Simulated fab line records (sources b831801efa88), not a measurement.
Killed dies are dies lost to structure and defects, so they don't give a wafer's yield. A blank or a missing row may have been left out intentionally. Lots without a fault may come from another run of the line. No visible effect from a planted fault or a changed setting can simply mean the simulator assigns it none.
fab line records | flow gf180mcu
[record] lots = 13 | wafers = 39 | last-day = 34
route steps=602 shown STI@5 LVPWELL@64 HV_LDD@182
lots with no fault: from the same line, run without faults
start-h: hours from the record's opening day to when the first of the lot's shown wafers began | wait-h: time in hours since the lot's previous step | " repeats the value in the row above | L1.1+2: a row that stands for several wafers | - value missing, or start not given | * or withheld: withheld | < > ~ a bound
route shown NAME@n: NAME is a module with steps in the file, n the number in the route of the first one | usual: mean/standard deviation of fault-free wafers | same: alike in all rows | chamber/n: place in a boat | sites: per-site readings | _std_site: the standard deviation of these | _edge_site: mean of outer sites minus mean of inner sites | radius-mm: for every site, how far away it sits from the centre of the wafer | mask NAME#n: copy n | behind: tool/chamber where the wafer was last shaped | hold: reason for holding the lot/hours on hold/outcome of the hold | device: whichever transistor did not switch (one of n, p or np) | end of line: the tests these same wafers got at the end of their route | a step given without rows: its recipe and nothing more | killed: count of dies lost to structure and defects at first sort (not the wafer's yield) | map: the dies of a wafer, with x for killed, . for not killed, _ for no die there
set.NAME: the run value of the setting; set.NAME@STEP: its run value at that earlier step | model.NAME: the simulator's own value behind a step, which no gauge read
a sample of lots followed through the steps of the route, with each step as a table and each wafer as a row
services: from which hour (start-h, from the record's first day; less than 0 if before it) a tool's chamber was out of use, for how many hours, and why
[[steps]]
[step GF_STI_THK_MEAS_04]
[recipe] reads = Si3N4_of_STI_CVD_03
[usual] STI_CVD_03_THK = 205.5/2.2
lot.wafer | tool          | chamber | start-h | wait-h | STI_CVD_03_THK[nm]
L236.3    | film-metro-01 | -       | 14.57   | 0.0    | 206.5
L236.4    | "             | -       | "       | "      | 206.5
L236.5    | "             | -       | "       | "      | 204.2
L237.3    | film-metro-02 | -       | 19.57   | 0.0    | 203.6
L237.4    | "             | -       | "       | "      | 205.7
L237.5    | "             | -       | "       | "      | 204.7
L238.2    | film-metro-04 | -       | 25.25   | 0.0    | 204.0
L238.4    | "             | -       | "       | "      | 205.4
L238.5    | "             | -       | "       | "      | 201.8
L239.2    | film-metro-04 | -       | 30.26   | 0.0    | 204.3
L239.3    | "             | -       | "       | "      | 206.2
L239.5    | "             | -       | "       | "      | 206.1
L240.3    | film-metro-02 | -       | 34.71   | 0.0    | 206.8
L240.4    | "             | -       | "       | "      | 207.2
L240.5    | "             | -       | "       | "      | 207.7
L248.2    | film-metro-04 | -       | 73.57   | 0.0    | 206.8
L248.5    | "             | -       | "       | "      | 207.0
L248.6    | "             | -       | "       | "      | 205.9
L249.2    | film-metro-01 | -       | 78.84   | 0.0    | 203.6
L249.4    | "             | -       | "       | "      | 204.4
L249.5    | "             | -       | "       | "      | 205.4
L251.1    | film-metro-02 | -       | 88.56   | 0.0    | 201.8
L251.3    | "             | -       | "       | "      | 202.0
L251.6    | "             | -       | "       | "      | 201.3
L252.2    | film-metro-02 | -       | 93.57   | 0.0    | 205.2
L252.3    | "             | -       | "       | "      | 207.2
L252.5    | "             | -       | "       | "      | 206.9
L254.2    | film-metro-02 | -       | 104.12  | 0.0    | 206.8
L254.4    | "             | -       | "       | "      | 207.3
L254.6    | "             | -       | "       | "      | 206.3
L257.2    | film-metro-04 | -       | 119.26  | 0.0    | 204.7
L257.3    | "             | -       | "       | "      | 206.2
L257.4    | "             | -       | "       | "      | 206.8
L258.2    | film-metro-02 | -       | 123.67  | 0.0    | 208.3
L258.4    | "             | -       | "       | "      | 209.3
L258.5    | "             | -       | "       | "      | 207.4
L259.1    | film-metro-04 | -       | 130.75  | 0.0    | 201.4
L259.2    | "             | -       | "       | "      | 203.0
L259.3    | "             | -       | "       | "      | 202.9
[step GF_LVPWELL_STRIP_10]
[recipe] chemistry = O2/N2 | power-w = 1400 | pressure-mtorr = 1500 | platen-temp-c = 250 | o2-flow-sccm = 3000 | n2-flow-sccm = 300 | overash-fraction = 0.5
[usual] drypump-motor-current-A = 5.58/0.068 | heater-power-w = 302/29 | oes-product-au = 0.723/0.0044 | strip-time-to-endpoint-s = 37.45/0.097
lot.wafer | tool            | chamber | start-h | wait-h | drypump-motor-current-A | heater-power-w | oes-product-au | rf-hours-counter-h | strip-time-to-endpoint-s
L236.3    | plasma-asher-04 | 0       | 69.69   | 0.1    | 5.45                    | 310            | 0.719          | -                  | 37.49
L236.4    | "               | 1       | "       | "      | 5.58                    | 286            | 0.720          | -                  | 37.46
L236.5    | "               | 1       | "       | "      | 5.54                    | 286            | 0.720          | -                  | 37.49
L237.3    | plasma-asher-03 | 0       | 77.89   | 0.1    | 5.62                    | 274            | 0.722          | -                  | 37.53
L237.4    | "               | 1       | "       | "      | 5.62                    | 303            | 0.725          | -                  | 37.51
L237.5    | "               | 0       | "       | "      | 5.61                    | 278            | 0.724          | -                  | 37.35
L238.2    | plasma-asher-03 | 1       | 83.86   | 0.1    | 5.59                    | 299            | 0.728          | 42                 | 37.52
L238.4    | "               | 0       | "       | "      | 5.58                    | 270            | 0.725          | -                  | 37.55
L238.5    | "               | 0       | "       | "      | 5.59                    | 277            | 0.716          | -                  | 37.47
L239.2    | plasma-asher-04 | 1       | 88.41   | 0.1    | 5.55                    | 278            | 0.727          | 42                 | 37.54
L239.3    | "               | 0       | "       | "      | 5.46                    | 303            | 0.720          | -                  | 37.43
L239.5    | "               | 1       | "       | "      | 5.56                    | 285            | 0.723          | -                  | 37.58
L240.3    | plasma-asher-03 | 0       | 93.29   | 0.1    | 5.58                    | 276            | 0.723          | -                  | 37.47
L240.4    | "               | 1       | "       | "      | 5.62                    | 304            | 0.722          | -                  | 37.37
L240.5    | "               | 0       | "       | "      | 5.61                    | 279            | 0.722          | -                  | 37.32
L248.2    | plasma-asher-03 | 1       | 136.95  | 0.1    | 5.62                    | 308            | 0.722          | 48                 | 37.54
L248.5    | "               | 1       | "       | "      | 5.59                    | 301            | 0.720          | -                  | 37.54
L248.6    | "               | 0       | "       | "      | 5.62                    | 276            | 0.720          | -                  | 37.50
L249.2    | plasma-asher-03 | 0       | 143.40  | 0.1    | 5.62                    | 284            | 0.719          | 49                 | 37.54
L249.4    | "               | 0       | "       | "      | 5.60                    | 263            | 0.727          | -                  | 37.50
L249.5    | "               | 1       | "       | "      | 5.56                    | 302            | 0.722          | -                  | 37.34
L251.1    | plasma-asher-04 | 0       | 154.17  | 0.1    | 5.46                    | 323            | 0.723          | 3                  | 37.48
L251.3    | "               | 1       | "       | "      | 5.56                    | 288            | 0.719          | -                  | 37.52
L251.6    | "               | 1       | "       | "      | 5.56                    | 291            | 0.728          | -                  | 37.55
L252.2    | plasma-asher-03 | 1       | 159.81  | 0.1    | 5.63                    | 312            | 0.729          | 51                 | 37.51
L252.3    | "               | 1       | "       | "      | 5.63                    | 307            | 0.728          | -                  | 37.59
L252.5    | "               | 1       | "       | "      | 5.59                    | 290            | 0.727          | -                  | 37.44
L254.2    | plasma-asher-01 | 0       | 172.07  | 0.1    | 5.50                    | 282            | 0.715          | 51                 | 37.39
L254.4    | "               | 1       | "       | "      | 5.69                    | 365            | 0.723          | -                  | 37.52
L254.6    | "               | 1       | "       | "      | 5.69                    | 357            | 0.722          | -                  | 37.54
L257.2    | plasma-asher-01 | 1       | 187.85  | 0.1    | 5.62                    | 354            | 0.727          | 53                 | 37.59
L257.3    | "               | 0       | "       | "      | 5.49                    | 287            | 0.727          | -                  | 37.63
L257.4    | "               | 1       | "       | "      | 5.64                    | 367            | 0.721          | -                  | 37.59
L258.2    | plasma-asher-03 | 1       | 193.61  | 0.1    | 5.58                    | 301            | 0.734          | 54                 | 37.39
L258.4    | "               | 1       | "       | "      | 5.63                    | 294            | 0.718          | -                  | 37.52
L258.5    | "               | 0       | "       | "      | 5.61                    | 282            | 0.721          | -                  | 37.41
L259.1    | plasma-asher-01 | 0       | 200.17  | 0.1    | 5.51                    | 281            | 0.719          | 54                 | 37.46
L259.2    | "               | 1       | "       | "      | 5.64                    | 362            | 0.718          | 54                 | 37.44
L259.3    | "               | 1       | "       | "      | 5.69                    | 358            | 0.721          | -                  | 37.47
[step GF_HV_LDD_DEVELOP_06]
[recipe] develop-time-s = 60 | dev-temp-c = 23
lot.wafer  | tool           | chamber | start-h | wait-h
L236.3+4+5 | litho-track-03 | 0       | 216.22  | 0.1
L237.3+4+5 | litho-track-03 | 0       | 230.92  | 0.1
L238.2+4+5 | litho-track-03 | 0       | 236.29  | 0.1
L239.2+3+5 | litho-track-03 | 0       | 243.74  | 0.1
L240.3+4+5 | litho-track-03 | 0       | 254.67  | 0.1
L248.2+5+6 | litho-track-04 | 0       | 306.95  | 0.1
L249.2+4+5 | litho-track-03 | 0       | 316.44  | 0.1
L251.1+3+6 | litho-track-01 | 0       | 329.38  | 0.1
L252.2+3+5 | litho-track-04 | 0       | 338.20  | 0.1
L254.2+4+6 | litho-track-04 | 0       | 352.40  | 0.1
L257.2+3+4 | litho-track-03 | 0       | 377.59  | 0.1
L258.2+4+5 | litho-track-01 | 0       | 381.91  | 0.1
L259.1+2+3 | litho-track-01 | 0       | 390.63  | 0.1
[step GF_HV_LDD_CD_MEAS_07]
[recipe] target-cd-nm = 400
[usual] cd-nm = 399.5/2.3
lot.wafer | tool      | chamber | start-h | wait-h | cd-nm
L236.3    | cd-sem-02 | -       | 216.36  | 0.1    | 398.5
L236.4    | "         | -       | "       | "      | 397.9
L236.5    | "         | -       | "       | "      | 397.3
L237.3    | cd-sem-02 | -       | 231.06  | 0.1    | 401.7
L237.4    | "         | -       | "       | "      | 402.1
L237.5    | "         | -       | "       | "      | 402.4
L238.2    | cd-sem-01 | -       | 236.44  | 0.1    | 439.8
L238.4    | "         | -       | "       | "      | 440.4
L238.5    | "         | -       | "       | "      | 438.7
L239.2    | cd-sem-01 | -       | 243.89  | 0.1    | 437.5
L239.3    | "         | -       | "       | "      | 434.1
L239.5    | "         | -       | "       | "      | 434.9
L240.3    | cd-sem-01 | -       | 254.81  | 0.1    | 423.7
L240.4    | "         | -       | "       | "      | 421.0
L240.5    | "         | -       | "       | "      | 422.0
L248.2    | cd-sem-02 | -       | 307.09  | 0.1    | 398.0
L248.5    | "         | -       | "       | "      | 397.7
L248.6    | "         | -       | "       | "      | 399.2
L249.2    | cd-sem-02 | -       | 316.59  | 0.1    | 405.6
L249.4    | "         | -       | "       | "      | 404.0
L249.5    | "         | -       | "       | "      | 404.6
L251.1    | cd-sem-02 | -       | 329.53  | 0.1    | 401.2
L251.3    | "         | -       | "       | "      | 402.2
L251.6    | "         | -       | "       | "      | 398.8
L252.2    | cd-sem-01 | -       | 338.34  | 0.1    | 399.5
L252.3    | "         | -       | "       | "      | 398.7
L252.5    | "         | -       | "       | "      | 398.3
L254.2    | cd-sem-02 | -       | 352.54  | 0.1    | 398.8
L254.4    | "         | -       | "       | "      | 398.3
L254.6    | "         | -       | "       | "      | 398.4
L257.2    | cd-sem-01 | -       | 377.73  | 0.1    | 402.9
L257.3    | "         | -       | "       | "      | 402.6
L257.4    | "         | -       | "       | "      | 402.8
L258.2    | cd-sem-01 | -       | 382.16  | 0.2    | 401.3
L258.4    | "         | -       | "       | "      | 399.9
L258.5    | "         | -       | "       | "      | 401.2
L259.1    | cd-sem-02 | -       | 390.78  | 0.1    | 398.5
L259.2    | "         | -       | "       | "      | 397.8
L259.3    | "         | -       | "       | "      | 399.3
[step GF_HV_LDD_RTA_52]
[recipe] temp-c = 1000 | time-s = 10 | ambient = N2
[usual] lamp-power-pct = 37.4/0.62 | wafer_temp_C_max = 1004.1/0.81
lot.wafer | tool          | chamber | start-h | wait-h | lamp-power-pct | wafer_temp_C_max
L236.3    | rtp-anneal-01 | 0       | 274.01  | 0.0    | 37.7           | 1005.0
L236.4    | "             | 0       | "       | "      | 37.7           | 1003.7
L236.5    | "             | 0       | "       | "      | 37.7           | 1004.8
L237.3    | rtp-anneal-02 | 0       | 290.86  | 0.0    | 36.2           | 1003.5
L237.4    | "             | 0       | "       | "      | 36.2           | 1004.8
L237.5    | "             | 0       | "       | "      | 36.2           | 1005.3
L238.2    | rtp-anneal-02 | 0       | 296.66  | 0.0    | 36.2           | 1003.3
L238.4    | "             | 0       | "       | "      | 36.2           | 1005.1
L238.5    | "             | 0       | "       | "      | 36.2           | 1004.7
L239.2    | rtp-anneal-01 | 0       | 304.14  | 0.0    | 37.7           | 1003.2
L239.3    | "             | 0       | "       | "      | 37.7           | 1003.9
L239.5    | "             | 0       | "       | "      | 37.7           | 1005.1
L240.3    | rtp-anneal-01 | 0       | 315.70  | 0.0    | 37.7           | 1004.0
L240.4    | "             | 0       | "       | "      | 37.7           | 1004.0
L240.5    | "             | 0       | "       | "      | 37.7           | 1005.5
L248.2    | rtp-anneal-01 | 0       | 373.65  | 0.0    | 37.7           | 1004.1
L248.5    | "             | 0       | "       | "      | 37.7           | 1004.7
L248.6    | "             | 0       | "       | "      | 37.7           | 1004.5
L249.2    | rtp-anneal-01 | 0       | 384.35  | 0.0    | 37.7           | 1004.0
L249.4    | "             | 0       | "       | "      | 37.8           | 1003.6
L249.5    | "             | 0       | "       | "      | 37.6           | 1003.5
L251.1    | rtp-anneal-01 | 0       | 398.29  | 0.0    | 37.7           | 1003.6
L251.3    | "             | 0       | "       | "      | 37.6           | 1002.9
L251.6    | "             | 0       | "       | "      | 37.7           | 1003.0
L252.2    | rtp-anneal-01 | 0       | 407.41  | 0.0    | 37.7           | 1004.3
L252.3    | "             | 0       | "       | "      | 37.7           | 1004.2
L252.5    | "             | 0       | "       | "      | 37.6           | 1003.3
L254.2    | rtp-anneal-01 | 0       | 422.24  | 0.0    | 37.7           | 1004.0
L254.4    | "             | 0       | "       | "      | 37.7           | 1002.9
L254.6    | "             | 0       | "       | "      | 37.7           | 1004.5
L257.2    | rtp-anneal-01 | 0       | 451.36  | 0.0    | 37.7           | 1003.4
L257.3    | "             | 0       | "       | "      | 37.7           | 1004.2
L257.4    | "             | 0       | "       | "      | 37.7           | 1004.8
L258.2    | rtp-anneal-01 | 0       | 456.57  | 0.0    | 37.7           | 1003.7
L258.4    | "             | 0       | "       | "      | 37.7           | 1004.0
L258.5    | "             | 0       | "       | "      | 37.7           | 1002.7
L259.1    | rtp-anneal-01 | 0       | 464.74  | 0.0    | 37.7           | 1004.2
L259.2    | "             | 0       | "       | "      | 37.8           | 1004.8
L259.3    | "             | 0       | "       | "      | 37.7           | 1004.4
[[services]]
tool            | chamber | start-h | hours | kind
plasma-asher-03 | -       | 50.26   | 0.8   | repair
rtp-anneal-02   | -       | 78.60   | 1.0   | pm
plasma-asher-04 | -       | 108.75  | 9.0   | pm
plasma-asher-04 | 0       | 108.75  | 9.0   | vent-cycle
plasma-asher-04 | 1       | 108.75  | 9.0   | vent-cycle
plasma-asher-04 | 0       | 117.75  | -     | clean
plasma-asher-04 | 1       | 117.75  | -     | clean
plasma-asher-01 | -       | 120.19  | 0.3   | repair
litho-track-03  | -       | 203.35  | -     | consumable-replace:filter
plasma-asher-03 | -       | 231.27  | 2.1   | repair
plasma-asher-01 | -       | 250.25  | 5.4   | repair
plasma-asher-03 | -       | 253.11  | 10.0  | pm
plasma-asher-03 | -       | 353.70  | 2.9   | repair
plasma-asher-01 | -       | 358.21  | 3.0   | repair
plasma-asher-03 | -       | 388.57  | 5.4   | repair
plasma-asher-01 | -       | 421.32  | 9.0   | pm
plasma-asher-01 | 0       | 421.32  | 9.0   | vent-cycle
plasma-asher-01 | 1       | 421.32  | 9.0   | vent-cycle
plasma-asher-04 | -       | 422.58  | 3.1   | repair
rtp-anneal-02   | -       | 425.78  | 55.6  | pm
litho-track-01  | -       | 427.27  | -     | consumable-replace:filter
plasma-asher-01 | 0       | 430.32  | -     | clean
plasma-asher-01 | -       | 440.09  | 28.1  | repair
plasma-asher-03 | -       | 441.02  | 2.6   | repair
[[key]]
[first-sign] step = GF_HV_LDD_CD_MEAS_07 | reading = cd-nm | direction = up | sigmas = 14 | usual = 399.5 | struck = 432.5 | through = control-loop
effect none on later readings
met-at GF_HV_LDD_DEVELOP_06
struck-lots L238,L239,L240
tester-left-out L238,L239,L240
[loop-trim] step = GF_HV_LDD_EXPOSE_04 | setting = dose | lots = L240
not-acting-at GF_STI_THK_MEAS_04,GF_LVPWELL_STRIP_10,GF_HV_LDD_RTA_52
onset-between 230.92 236.29
[fault] kind = process-parameter-drift | tool = litho-track-03 | chamber = - | onset-h = 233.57 | steps = GF_HV_LDD_DEVELOP_06 | channel = develop-time-s | offset = * | shape = step | end-h = 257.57 | acts-in = * | stated = *
// tester-left-out: of these lots the tester's yield and bins aren't shown, on N5 and GAA mostly nor the transistor test; their killed dies are dies lost to structure and defects alone, not to doping, threshold or leakage, so they don't give the yield
// loop-trim: a control loop set the setting to another value than it would have without faults
